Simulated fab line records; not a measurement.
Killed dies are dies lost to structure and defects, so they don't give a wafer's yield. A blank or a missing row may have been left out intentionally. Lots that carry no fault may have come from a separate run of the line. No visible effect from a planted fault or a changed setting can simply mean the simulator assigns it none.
A single fault, viewed from 2 desks + flow gf180mcu + each desk holds nothing but its own numbers, with what lay behind them at the end

== THE METROLOGY DESK ==
Lot by lot, what the gauges showed, no matter which tool ran the lot: averages of those sampled wafers that carry a number. Marked OUT: a lot whose mean sits more than 4 standard deviations from the usual mean, which makes it out of limits; the brackets give that distance.
Columns: A = cd-nm at GF_NSD_CD_MEAS_07, usual 400.4 nm; B = cd-nm at GF_SAB_CD_MEAS_09, usual 419.9 nm
| lot  | first seen here | A     | B                |
|------|-----------------|-------|------------------|
| L717 | day 13 15:06    | 401.2 | 418.4            |
| L718 | day 13 22:18    | 403.1 | 419.8            |
| L719 | day 14 06:10    | 402.0 | 419.1            |
| L720 | day 14 10:00    | 398.3 | 421.6            |
| L721 | day 14 21:57    | 397.7 | 419.3            |
| L725 | day 16 02:54    | 398.7 | 425.4            |
| L726 | day 16 08:34    | 399.8 | 418.7            |
| L727 | day 16 19:53    | 401.8 | 421.4            |
| L730 | day 17 19:49    | 398.6 | 438.8 (+8.6) OUT |
| L735 | day 19 14:00    | 398.6 | 435.0 (+6.9) OUT |
| L737 | day 20 03:50    | 398.2 | 421.7            |
| L738 | day 20 12:22    | 402.6 | 420.0            |
| L740 | day 21 12:40    | 400.1 | 420.2            |
Finding of this desk: L730, L735 out of limits; the first was L730 at day 19 21:06, on cd-nm at GF_SAB_CD_MEAS_09. L717, L718, L719, L720, L721, L725, L726, L727, L737, L738, L740 stayed within limits.

== TOOL OWNER'S DESK, iline-stepper-01 ==
The tool's own readings at GF_SAB_EXPOSE_06 (exposes mask SAB, target cd 420 nm): means of the sampled wafers that have a number, for each lot that ran on this tool. Marked OUT: a lot whose mean sits more than 4 standard deviations from the usual mean, which makes it out of limits; the brackets give that distance.
Columns: A = exposure-dose-mJ-cm2 at GF_SAB_EXPOSE_06, usual 140.04; B = reticle-temp-C at GF_SAB_EXPOSE_06, usual 23.00 C
| lot  | first seen here | A                | B     |
|------|-----------------|------------------|-------|
| L717 | day 14 23:31    | 140.09           | 23.09 |
| L721 | day 16 08:25    | 140.09           | 22.99 |
| L725 | day 17 14:18    | 140.04           | 22.93 |
| L726 | day 17 20:02    | 140.09           | 23.00 |
| L727 | day 18 08:15    | 140.04           | 23.10 |
| L730 | day 19 08:50    | 131.65 (-70) OUT | 22.92 |
| L735 | day 21 03:55    | 133.48 (-55) OUT | 22.93 |
Finding of this desk: L730, L735 out of limits; the first was L730 at day 19 08:50, on exposure-dose-mJ-cm2 at GF_SAB_EXPOSE_06. L717, L721, L725, L726, L727 stayed within limits.

== PUT TOGETHER ==
An alarm could have come from the tool owner's desk at day 19 08:50, on L730, L735.
The metrology desk could have raised an alarm at day 19 21:06, on L730, L735.
GF_SAB_EXPOSE_06 was run on iline-stepper-01 by each of the lots named.

== WHAT THE SIMULATOR HAD PUT IN ==
Process parameters drifting: iline-stepper-01 at GF_SAB_EXPOSE_06, beginning at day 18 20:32. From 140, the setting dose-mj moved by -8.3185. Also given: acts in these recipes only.
Shown lots that were struck: L730, L735.
Counting hours from when the fault started, the first reading out of limits came at 12 for the tool owner's desk and at 25 for the metrology desk.
